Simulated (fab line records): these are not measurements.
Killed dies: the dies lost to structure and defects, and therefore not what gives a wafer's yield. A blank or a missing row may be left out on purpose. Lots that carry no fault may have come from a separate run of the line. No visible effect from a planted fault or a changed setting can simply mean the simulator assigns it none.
A struck lot beside a sound one :: flow gf180mcu :: 15 out of 602 route steps
Sound: these wafers, L400.4, L400.5, L400.6. Wafers struck: L412.4, L412.5, L412.6. The cause comes at the end.
At each step with rows: each side's tool, then ch and its chambers, then its first start. Under that, the readings that differ: sound wafers :: struck wafers :: difference of the means :: sigmas: that difference in standard deviations of wafers without a fault.
alike: words and numbers the same on both sides, and readings whose means are apart by under 2 such deviations; not compared: readings that were withheld, readings missing a value for some wafer, numbers with overlapping values and no deviation given by the record, and bounds like >300 which may hide the same value.
Wherever a step has rows on one side only, a row that says differs or no value, or a row with sigmas, the two part there. Numbers that don't overlap but have no deviation are shown without sigmas and don't part them. A reading that every wafer of one side lacks parts them only if that side has two wafers or more.

first, 4 steps without rows for these wafers: GF_HV_LDD_IMPLANT_33; GF_HV_LDD_IMPLANT_34; GF_HV_LDD_IMPLANT_35; GF_HV_LDD_IMPLANT_36.
GF_HV_LDD_STRIP_37: strips in O2/N2.
  sound on plasmaAsher-01 ch 0,1, day 11 10:34; struck on plasmaAsher-01 ch 0,1, day 15 10:32
  alike: drypumpMotorCurrentA, heaterPowerW, oesProductAu, stripTimeToEndpointS
  not compared: rfHoursCounterH
GF_HV_LDD_TW_MEAS_38:
  struck on filmMetro-04, day 15 10:38; sound on filmMetro-02, day 11 10:40
  alike: HV_LDD_3_TW
then, 6 steps without rows for these wafers: GF_HV_LDD_DEHYDRATE_39 (time 60 s); GF_HV_LDD_HMDS_40 (prime time 60 s); GF_HV_LDD_COAT_41 (resist thk 1000 nm); GF_HV_LDD_SOFTBAKE_42 (time 60 s); GF_HV_LDD_EXPOSE_43 (exposes mask Pplus HV AREA, target cd 400 nm); GF_HV_LDD_PEB_44.
GF_HV_LDD_DEVELOP_45: develop time 60 s.
  sound on lithoTrack-03 ch 0, day 12 05:21; struck on lithoTrack-01 ch 0, day 16 08:49
reading: developerTempC (C)
sound: 23.01 22.82 22.91
struck: 20.58 20.67 20.70
difference: -2.26
sigmas: -25
  alike: chillPlateTempC
GF_HV_LDD_CD_MEAS_46: the cd target is 400 nm.
  struck on cdSem-02, day 16 08:58; sound on cdSem-02, day 12 05:29
  alike: cdNm
GF_PASSIVATION_PROBE_99:
  sound wafers here have rows in the record (prober-02, day 28 21:43); struck ones have none

## WHERE THEY PART
First at GF_HV_LDD_DEVELOP_45; last, within this record, at GF_PASSIVATION_PROBE_99.

WHY: what had been put in by the simulator
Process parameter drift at GF_HV_LDD_DEVELOP_45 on lithoTrack-01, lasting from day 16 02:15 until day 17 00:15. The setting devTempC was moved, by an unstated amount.
